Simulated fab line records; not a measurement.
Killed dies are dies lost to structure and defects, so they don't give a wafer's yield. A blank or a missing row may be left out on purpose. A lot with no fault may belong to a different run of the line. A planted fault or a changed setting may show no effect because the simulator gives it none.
fab line records | flow sky130
[record] lots = 6 | wafers = 16 | lastDay = 50
route steps=708 shown FIELD_ISO@6 PAD_OPEN@708
lots untouched by any fault: they come from a run of this same line in which no faults occurred
startH: hours from the record's opening day to when the first of the lot's shown wafers began | waitH: hours from the lot's prior step to this one | " unchanged from the row above | L1.1+2: several wafers, shown together as one row | - no value present, or no start provided | * or withheld: withheld | < > ~ a bound
route shown NAME@n: NAME is a module with steps in the file, n the number in the route of the first one | usual: the fault-free wafers' mean and standard deviation | same: alike in all rows | chamber/n: place in a boat | sites: each site's reading | _std_site: standard deviation across them | _edge_site: mean of outer sites minus mean of inner sites | radiusMm: for every site, how far away it sits from the centre of the wafer | mask NAME#n: copy n | behind: the last tool/chamber to shape the wafer | hold: reason for holding the lot/hours on hold/outcome of the hold | device: the transistor (n, p or np) that didn't switch | end of line: tests of these same wafers at the route's end | a step given without rows: its recipe and nothing more | killed: count of dies lost to structure and defects at first sort (not the wafer's yield) | map: a wafer's dies, x killed, . not, _ none there
set.NAME: the setting the step ran with; set.NAME@STEP: the setting that earlier step ran with | model.NAME: the simulator's own value behind a step, which no gauge read
lots at some steps of the route; a table a step, a row a wafer
services: the hour from which a tool's chamber was out of use, counted from the record's first day as startH (under 0 if before that day), plus the number of hours and why
[[steps]]
[step SKY_FIELD_ISO_DEHYDRATE_05]
[recipe] tempC = 200 | timeS = 60
[step SKY_FIELD_ISO_HMDS_06]
[recipe] primeTimeS = 60 | primeTempC = 120
[step SKY_FIELD_ISO_COAT_07]
[recipe] resist = BARC | tempC = withheld | timeS = withheld | spinRpm = 3000 | resistThkNm = 60
[step SKY_FIELD_ISO_COAT_08]
[recipe] resist = KrF-thick | spinRpm = 3000 | resistThkNm = 450
[step SKY_FIELD_ISO_SOFTBAKE_09]
[recipe] tempC = 100 | timeS = 90 | resist = KrF-thick
[step SKY_FIELD_ISO_EXPOSE_10]
[recipe] maskId = FOM | na = 0.68 | sourceShape = annular | sigmaInner = 0.4 | sigmaOuter = 0.8 | targetCdNm = 150 | doseMj = 28
[step SKY_FIELD_ISO_PEB_11]
[recipe] pebTempC = withheld | pebTimeS = withheld | resist = KrF-thick
[step SKY_FIELD_ISO_DEVELOP_12]
[recipe] developTimeS = 60 | resist = KrF-thick | devTempC = 21
[step SKY_FIELD_ISO_CD_MEAS_13]
[recipe] targetCdNm = 150
[usual] cdNm = 149.9/1.4
lot.wafer | tool     | chamber | startH | waitH | cdNm
L704.1    | cdSem-02 | -       | 64.72  | -     | 147.3
L704.2    | "        | -       | "      | "     | 149.3
L704.3    | "        | -       | "      | "     | 148.0
L707.2    | cdSem-02 | -       | 82.28  | -     | 151.2
L707.3    | "        | -       | "      | "     | 152.8
L707.4    | "        | -       | "      | "     | 151.6
L711.1    | cdSem-02 | -       | 103.52 | -     | 147.5
L711.4    | "        | -       | "      | "     | 147.2
L711.6    | "        | -       | "      | "     | 148.2
L715.2    | cdSem-02 | -       | 122.83 | -     | 147.4
L715.5    | "        | -       | "      | "     | 149.3
L716.1    | cdSem-02 | -       | 127.17 | -     | 149.1
L716.3    | "        | -       | "      | "     | 149.2
L716.5    | "        | -       | "      | "     | 148.4
L717.3    | cdSem-02 | -       | 132.91 | -     | 150.4
L717.5    | "        | -       | "      | "     | 151.2
[step SKY_FIELD_ISO_ETCH_14]
[recipe] chemistry = N2/H2 | target = BARC | ionEnergyEv = 200 | sourceW = 500 | biasW = 100 | pressureMtorr = 30 | n2FlowSccm = 100 | h2FlowSccm = 200 | stopOn = SiO2 | timeS = 45.9 | targetDepthA = 600
[usual] drypumpMotorCurrentA = 5.5/0.47 | oesProductAu = 0.854/0.0046 | runLengthS = 74.1/0.41 | throttleValvePct = 13.225/0.0086
lot.wafer | tool       | chamber | startH | waitH | drypumpMotorCurrentA | oesProductAu | rfHoursCounterH | runLengthS | throttleValvePct
L704.1    | rieDiel-02 | 1       | 64.84  | 0.1   | 5.6                  | 0.846        | 1               | 74.3       | 13.233
L704.2    | "          | 3       | "      | "     | 6.3                  | 0.853        | 82              | 74.0       | 13.208
L704.3    | "          | 0       | "      | "     | 6.2                  | 0.849        | 110             | 74.3       | 13.220
L707.2    | rieDiel-01 | 3       | 82.38  | 0.1   | 5.4                  | 0.865        | 118             | 73.5       | 13.225
L707.3    | "          | 2       | "      | "     | 5.9                  | 0.860        | 166             | 74.4       | 13.228
L707.4    | "          | 0       | "      | "     | 5.6                  | 0.860        | 157             | 73.6       | 13.228
L711.1    | rieDiel-01 | 0       | 103.64 | 0.1   | 5.6                  | 0.851        | 158             | 73.5       | 13.226
L711.4    | "          | 0       | "      | "     | 5.6                  | 0.845        | -               | 74.2       | 13.234
L711.6    | "          | 3       | "      | "     | 5.4                  | 0.850        | -               | 73.8       | 13.235
L715.2    | rieDiel-01 | 0       | 122.93 | 0.1   | 5.6                  | 0.862        | 158             | 73.5       | 13.219
L715.5    | "          | 1       | "      | "     | 4.6                  | 0.847        | -               | 74.5       | 13.225
L716.1    | rieDiel-04 | 0       | 127.29 | 0.1   | 5.8                  | 0.843        | 42              | 73.7       | 13.217
L716.3    | "          | 1       | "      | "     | 4.9                  | 0.858        | 121             | 74.2       | 13.229
L716.5    | "          | 0       | "      | "     | 5.7                  | 0.855        | -               | 73.8       | 13.223
L717.3    | rieDiel-04 | 0       | 132.99 | 0.1   | 5.7                  | 0.850        | 42              | 73.6       | 13.227
L717.5    | "          | 1       | "      | "     | 4.9                  | 0.853        | -               | 74.4       | 13.238
[step SKY_FIELD_ISO_ETCH_15]
[recipe] chemistry = CHF3/O2 | targetDepthNm = 180 | stopOn = Si | sourceW = 600 | biasW = 200 | pressureMtorr = 40 | chf3FlowSccm = 50 | O2_flow_sccm = 5 | timeS = 72
[usual] drypumpMotorCurrentA = 5.5/0.47 | oesProductAu = 0.948/0.0069 | runLengthS = 100.3/0.43 | throttleValvePct = 8.844/0.01
lot.wafer | tool       | chamber | startH | waitH | drypumpMotorCurrentA | oesProductAu | rfHoursCounterH | runLengthS | throttleValvePct
L704.1    | rieDiel-02 | 1       | 64.88  | 0.0   | 5.6                  | 0.946        | 1               | 100.0      | 8.855
L704.2    | "          | 3       | "      | "     | 6.3                  | 0.945        | 82              | 100.4      | 8.837
L704.3    | "          | 0       | "      | "     | 6.2                  | 0.953        | 110             | 100.9      | 8.854
L707.2    | rieDiel-01 | 3       | 82.42  | 0.0   | 5.4                  | 0.944        | 118             | 99.9       | 8.844
L707.3    | "          | 2       | "      | "     | 5.8                  | 0.954        | 166             | 100.3      | 8.834
L707.4    | "          | 0       | "      | "     | 5.6                  | 0.947        | 157             | 100.4      | 8.834
L711.1    | rieDiel-01 | 0       | 103.68 | 0.0   | 5.6                  | 0.954        | 158             | 99.8       | 8.845
L711.4    | "          | 0       | "      | "     | 5.6                  | 0.948        | -               | 99.8       | 8.843
L711.6    | "          | 3       | "      | "     | 5.4                  | 0.945        | -               | 99.7       | 8.842
L715.2    | rieDiel-01 | 0       | 122.97 | 0.0   | 5.6                  | 0.952        | 158             | 100.1      | 8.873
L715.5    | "          | 1       | "      | "     | 4.7                  | 0.934        | -               | 100.5      | 8.836
L716.1    | rieDiel-04 | 0       | 127.33 | 0.0   | 5.8                  | 0.958        | 42              | 100.0      | 8.861
L716.3    | "          | 1       | "      | "     | 4.9                  | 0.962        | 121             | 100.5      | 8.846
L716.5    | "          | 0       | "      | "     | 5.8                  | 0.951        | -               | 99.8       | 8.868
L717.3    | rieDiel-04 | 0       | 133.03 | 0.0   | 5.8                  | 0.957        | 42              | 99.7       | 8.840
L717.5    | "          | 1       | "      | "     | 4.9                  | 0.946        | -               | 100.5      | 8.851
[step SKY_FIELD_ISO_STRIP_16]
[recipe] chemistry = O2/N2 | powerW = 1400 | pressureMtorr = 1500 | platenTempC = withheld | o2FlowSccm = 3000 | n2FlowSccm = 300 | overashFraction = 0.5
[usual] drypumpMotorCurrentA = 5.18/0.17 | oesProductAu = 0.378/0.0051 | stripTimeToEndpointS = 3.55/0.032
lot.wafer | tool           | chamber | startH | waitH | drypumpMotorCurrentA | oesProductAu | rfHoursCounterH | stripTimeToEndpointS
L704.1    | plasmaAsher-03 | 0       | 64.94  | 0.0   | 5.40                 | 0.383        | 37              | 3.51
L704.2    | "              | 1       | "      | "     | 5.18                 | 0.379        | 37              | 3.53
L704.3    | "              | 0       | "      | "     | 5.39                 | 0.387        | -               | 3.58
L707.2    | plasmaAsher-04 | 0       | 82.48  | 0.0   | 4.91                 | 0.390        | 39              | 3.56
L707.3    | "              | 0       | "      | "     | 4.93                 | 0.376        | -               | 3.49
L707.4    | "              | 1       | "      | "     | 5.19                 | 0.379        | -               | 3.55
L711.1    | plasmaAsher-03 | 1       | 103.74 | 0.0   | 5.19                 | 0.382        | 41              | 3.54
L711.4    | "              | 0       | "      | "     | 5.39                 | 0.377        | -               | 3.57
L711.6    | "              | 1       | "      | "     | 5.16                 | 0.374        | -               | 3.54
L715.2    | plasmaAsher-03 | 0       | 123.03 | 0.0   | 5.40                 | 0.376        | 43              | 3.53
L715.5    | "              | 0       | "      | "     | 5.39                 | 0.375        | -               | 3.55
L716.1    | plasmaAsher-03 | 0       | 127.39 | 0.0   | 5.39                 | 0.379        | 43              | 3.53
L716.3    | "              | 1       | "      | "     | 5.19                 | 0.382        | -               | 3.54
L716.5    | "              | 1       | "      | "     | 5.20                 | 0.377        | -               | 3.54
L717.3    | plasmaAsher-04 | 0       | 133.12 | 0.1   | 4.90                 | 0.390        | -               | 3.58
L717.5    | "              | 0       | "      | "     | 4.92                 | 0.386        | -               | 3.55
[step SKY_FIELD_ISO_ETCH_17]
[recipe] targetDepthA = 3420 | maskMaterial = Si3N4 | chemistry = HBr/Cl2/O2 | target = Si | taperDeg = 5 | icpW = 600 | biasW = 150 | pressureMtorr = 15 | HBr_flow_sccm = 150 | Cl2_flow_sccm = 40 | O2_flow_sccm = 6 | timeS = 97.7
[usual] drypumpMotorCurrentA = 5.9/0.53 | mfcCl2Sccm = 39.99/0.12 | oesProductAu = 1.001/0.015 | runLengthS = 125.9/0.31 | throttleValvePct = 25.656/0.013
lot.wafer | tool     | chamber | startH | waitH | drypumpMotorCurrentA | mfcCl2Sccm | oesProductAu | rfHoursCounterH | runLengthS | throttleValvePct | model.FIELD_ISO.featureDepthNm | model.etch.depthNm
L704.1    | rieSi-02 | 0       | 65.04  | 0.1   | 5.9                  | 39.98      | 1.013        | 2               | 125.8      | 25.649           | 352.3                          | 352.3
L704.2    | "        | 3       | "      | "     | 6.2                  | 40.04      | 0.993        | 76              | 125.6      | 25.653           | 336.9                          | 336.9
L704.3    | "        | 2       | "      | "     | 6.5                  | 40.20      | 0.997        | 20              | 126.1      | 25.669           | 338.6                          | 338.6
L707.2    | rieSi-01 | 2       | 82.58  | 0.1   | 5.4                  | 40.08      | 0.977        | 37              | 125.9      | 25.677           | 330.6                          | 330.6
L707.3    | "        | 0       | "      | "     | 5.7                  | 39.96      | 0.971        | 1               | 126.0      | 25.660           | 334.2                          | 334.2
L707.4    | "        | 1       | "      | "     | 5.9                  | 39.96      | 1.015        | 3               | 126.2      | 25.652           | 352.4                          | 352.4
L711.1    | rieSi-02 | 0       | 103.84 | 0.1   | 5.9                  | 40.09      | 1.025        | 3               | 125.7      | 25.654           | 359                            | 359
L711.4    | "        | 2       | "      | "     | 6.5                  | 40.05      | 1.001        | 20              | 126.1      | 25.659           | 344.2                          | 344.2
L711.6    | "        | 3       | "      | "     | 6.2                  | 40.07      | 0.996        | -               | 125.6      | 25.649           | 340.9                          | 340.9
L715.2    | rieSi-02 | 0       | 123.13 | 0.1   | 5.9                  | 39.98      | 1.017        | 3               | 125.8      | 25.640           | 353.4                          | 353.4
L715.5    | "        | 1       | "      | "     | 6.6                  | 40.06      | 1.009        | -               | 111.7      | 25.652           | 300.2                          | 300.2
L716.1    | rieSi-01 | 0       | 127.49 | 0.1   | 5.7                  | 40.18      | 0.993        | 1               | 125.6      | 25.656           | 341.7                          | 341.7
L716.3    | "        | 1       | "      | "     | 5.9                  | 40.07      | 1.015        | 4               | 125.7      | 25.655           | 353.1                          | 353.1
L716.5    | "        | 0       | "      | "     | 5.7                  | 40.07      | 1.004        | -               | 125.4      | 25.668           | 339.3                          | 339.3
L717.3    | rieSi-02 | 2       | 133.19 | 0.0   | 6.5                  | 39.98      | 0.990        | 20              | 125.8      | 25.658           | 339.6                          | 339.6
L717.5    | "        | 2       | "      | "     | 6.5                  | 40.10      | 0.989        | -               | 112.4      | 25.657           | 289.7                          | 289.7
[step SKY_FIELD_ISO_WET_ETCH_18]
[recipe] chemistry = H3PO4 | targetDepthNm = 25 | tempC = 160 | target = Si3N4 | timeS = 286
[step SKY_PAD_OPEN_PROBE_99]
[usual] killed_at_M0_to_M3 = 43/6 | killed_at_M4_up = 3.2/1.9 | killedAtContacts = 25/5.4 | killedAtFrontEnd = 15/4.5 | killedAtOther = 0.3/0.59 | killedDies = 87/8.7 | killedOnRim = 17/3.5 | killedOpen = 47/6.7 | killedShort = 39/5.7
[same] grossDies = 492 | killedAtBackSide = 0
lot.wafer | tool      | chamber | startH  | waitH | killed_at_M0_to_M3 | killed_at_M4_up | killedAtContacts | killedAtFrontEnd | killedAtOther | killedDies | killedOnRim | killedOpen | killedShort
L704.1    | prober-02 | -       | 1133.24 | 0.1   | 45                 | 7               | 24               | 14               | 1             | 91         | 20          | 56         | 35
L704.2    | prober-02 | -       | 1133.29 | 0.1   | 50                 | 3               | 19               | 29               | 0             | 101        | 16          | 58         | 43
L704.3    | prober-02 | -       | 1133.34 | 0.2   | 47                 | 2               | 30               | 15               | 0             | 94         | 20          | 49         | 45
L707.2    | prober-01 | -       | 1159.28 | 0.1   | 49                 | 8               | 30               | 16               | 0             | 103        | 20          | 63         | 40
L707.3    | prober-01 | -       | 1159.33 | 0.2   | 41                 | 3               | 28               | 11               | 1             | 84         | 19          | 43         | 41
L707.4    | prober-01 | -       | 1159.38 | 0.2   | 36                 | 6               | 33               | 13               | 0             | 88         | 14          | 45         | 43
L715.5    | prober-01 | -       | 1188.39 | 0.2   | 44                 | 1               | 26               | 19               | 0             | 90         | 16          | 44         | 46
L717.5    | prober-01 | -       | 1208.79 | 0.2   | 52                 | 1               | 37               | 14               | 1             | 105        | 21          | 51         | 54
// killed by level:class
L704.1 VIA1:geometricParticle:open=15 LI_CONTACT:geometricParticle:open=8 CONTACT:geometricParticle:open=8 VIA2:geometricParticle:open=8 VIA3:geometricParticle:open=7 METAL1:geometricParticle:short=5 METAL4:geometricParticle:short=5 FIELD_ISO:geometricParticle:short=4
L704.2 VIA1:geometricParticle:open=9 VIA2:geometricParticle:open=9 FIELD_ISO:geometricParticle:short=8 LI_CONTACT:geometricParticle:open=7 CONTACT:geometricParticle:open=7 METAL2:geometricParticle:short=7 VIA3:geometricParticle:open=7 FIELD_ISO:geometricParticle:open=6
L704.3 VIA2:geometricParticle:open=10 LI_CONTACT:geometricParticle:open=8 METAL1:geometricParticle:short=8 VIA1:geometricParticle:open=8 LOCAL_INTERCONNECT:geometricParticle:short=7 CONTACT:geometricParticle:open=6 CONTACT:geometricParticle:short=6 FIELD_ISO:geometricParticle:open=4
L707.2 VIA1:geometricParticle:open=18 CONTACT:geometricParticle:open=10 LI_CONTACT:geometricParticle:open=9 VIA2:geometricParticle:open=7 VIA3:geometricParticle:open=7 FIELD_ISO:geometricParticle:short=6 METAL4:geometricParticle:short=6 METAL1:geometricParticle:open=5
L707.3 VIA1:geometricParticle:open=12 CONTACT:geometricParticle:open=9 LI_CONTACT:geometricParticle:open=8 METAL2:geometricParticle:short=7 LOCAL_INTERCONNECT:geometricParticle:short=5 VIA1:geometricParticle:short=5 VIA2:geometricParticle:open=5 METAL1:geometricParticle:short=5
L707.4 CONTACT:geometricParticle:open=13 LI_CONTACT:geometricParticle:open=9 VIA1:geometricParticle:open=8 METAL1:geometricParticle:short=7 METAL4:geometricParticle:short=6 LOCAL_INTERCONNECT:geometricParticle:short=5 VIA2:geometricParticle:open=5 POLY_GATE:geometricParticle:short=4
L715.5 VIA1:geometricParticle:open=12 CONTACT:geometricParticle:short=9 CONTACT:geometricParticle:open=7 VIA2:geometricParticle:open=7 VIA1:geometricParticle:short=7 POLY_GATE:geometricParticle:short=5 LI_CONTACT:geometricParticle:open=5 LOCAL_INTERCONNECT:geometricParticle:short=5
L717.5 METAL2:geometricParticle:short=12 LI_CONTACT:geometricParticle:open=12 CONTACT:geometricParticle:open=11 VIA3:geometricParticle:open=8 VIA1:geometricParticle:open=7 LOCAL_INTERCONNECT:geometricParticle:short=6 METAL3:geometricParticle:short=5 CONTACT:geometricParticle:short=5
[[services]]
tool           | chamber | startH | hours | kind
rieSi-01       | -       | 43.78  | 2.8   | pm
rieSi-02       | 1       | 48.83  | -     | clean
rieSi-02       | 1       | 48.83  | 22.5  | scheduledDown
rieSi-02       | 1       | 48.83  | 22.5  | ventCycle
plasmaAsher-03 | -       | 50.73  | 7.7   | repair
rieSi-02       | -       | 81.16  | 15.6  | pm
rieDiel-02     | 0       | 84.42  | 7.7   | repair
rieDiel-01     | -       | 88.71  | 2.8   | pm
rieDiel-01     | 2       | 92.47  | -     | clean
rieDiel-01     | 2       | 92.47  | 18.5  | scheduledDown
rieDiel-01     | 2       | 92.47  | 18.5  | ventCycle
plasmaAsher-04 | -       | 105.34 | 0.3   | repair
plasmaAsher-04 | -       | 126.24 | 2.8   | pm
rieSi-01       | 1       | 132.58 | 6.1   | repair
[[key]]
[firstSign] step = SKY_FIELD_ISO_ETCH_17 | reading = runLengthS | direction = down | sigmas = 45 | usual = * | struck = *
effect none on later readings
[modelEffect] step = SKY_FIELD_ISO_ETCH_17 | value = FIELD_ISO.featureDepthNm | without = 343.7 | struck = 295
metAt SKY_FIELD_ISO_ETCH_17
struckWafers L715.5,L717.5
testerLeftOut L715,L717
onsetBetween 103.84 123.13
[fault] kind = processParameterDrift | tool = rieSi-02 | chamber = - | onsetH = 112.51 | steps = SKY_FIELD_ISO_ETCH_17 | channel = timeS | offset = * | shape = step | endH = 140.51 | scope = struckWafersOnly | actsIn = * | stated = *
// testerLeftOut: of these lots the tester's yield and bins aren't shown, on N5 and GAA mostly nor the transistor test; their killed dies are dies lost to structure and defects alone, not to doping, threshold or leakage, so they don't give the yield
